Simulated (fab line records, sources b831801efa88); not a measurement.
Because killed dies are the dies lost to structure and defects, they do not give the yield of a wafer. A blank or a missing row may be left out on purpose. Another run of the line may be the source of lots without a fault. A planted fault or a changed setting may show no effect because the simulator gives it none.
The same fault as seen by 2 desks :: flow sky130 :: each desk holds nothing but its own numbers, with what lay behind them at the end

## THE METROLOGY DESK
What the gauges read for every lot (on any tool): the sampled wafers with a number, averaged. If a lot's mean is further than 4 standard deviations from the usual mean, the lot is out of limits and carries the mark OUT (the distance appears in the brackets).
Columns: A = cd_nm at SKY_FIELD_ISO_CD_MEAS_13, usual 150.5 nm; B = VT_ADJUST_HVTR_OVL at SKY_VT_ADJUST_HVTR_OVL_MEAS_08, usual 0.5 nm
lot: L699
first seen here: day 2 05:26
A: 150.9
B: 1.5

lot: L701
first seen here: day 2 16:47
A: 150.0
B: -0.1

lot: L702
first seen here: day 2 20:45
A: 149.0
B: 0.8

lot: L703
first seen here: day 3 00:40
A: 149.6
B: 0.4

lot: L705
first seen here: day 3 14:29
A: 151.1
B: 2.0

lot: L709
first seen here: day 4 08:56
A: 149.7
B: 0.5

lot: L710
first seen here: day 4 13:05
A: 150.2
B: -0.4

lot: L713
first seen here: day 5 07:22
A: 149.6
B: 1.4

lot: L714
first seen here: day 5 09:56
A: 152.2
B: -0.5

lot: L716
first seen here: day 5 20:43
A: 151.7
B: -0.7

lot: L717
first seen here: day 6 02:12
A: 151.8
B: -0.4

lot: L721
first seen here: day 7 04:43
A: 152.1
B: -1.4

lot: L722
first seen here: day 7 05:59
A: 149.8
B: -0.4
This desk's verdict: no lot among the 13 shows anything out of limits.

## DESK OF THE TOOL OWNER: implanter-04
The tool's own readings at SKY_VT_ADJUST_HVTP_IMPLANT_09: means of the sampled wafers that have a number, for each lot that ran on this tool. If a lot's mean is further than 4 standard deviations from the usual mean, the lot is out of limits and carries the mark OUT (the distance appears in the brackets).
Columns: A = beam_energy_keV at SKY_VT_ADJUST_HVTP_IMPLANT_09, usual 149.99
lot: L701
first seen here: day 6 13:48
A: 149.94

lot: L705
first seen here: day 7 16:31
A: 149.93

lot: L709
first seen here: day 8 16:45
A: 163.63 (+99 or more) OUT

lot: L710
first seen here: day 8 20:43
A: 163.70 (+99 or more) OUT
This desk's verdict: out of limits on L709, L710, starting with L709 at day 8 16:45 (beam_energy_keV at SKY_VT_ADJUST_HVTP_IMPLANT_09). In limits: L701, L705.

## TAKEN TOGETHER
The tool owner's desk had the chance to raise an alarm at day 8 16:45 on L709, L710.
Nothing out of limits was seen by the metrology desk.
The metrology desk holds a record of L709, L710, inside its limits.
SKY_VT_ADJUST_HVTP_IMPLANT_09 was run on implanter-04 by each of the lots named.

## WHAT HAD BEEN PUT IN BY THE SIMULATOR
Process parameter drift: implanter-04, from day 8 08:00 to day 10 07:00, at SKY_VT_ADJUST_HVTP_IMPLANT_09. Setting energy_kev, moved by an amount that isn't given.
Struck lots among those shown: L709, L710.
Delay in hours, fault start to first out-of-limits reading, by desk: the tool owner's desk at 9.
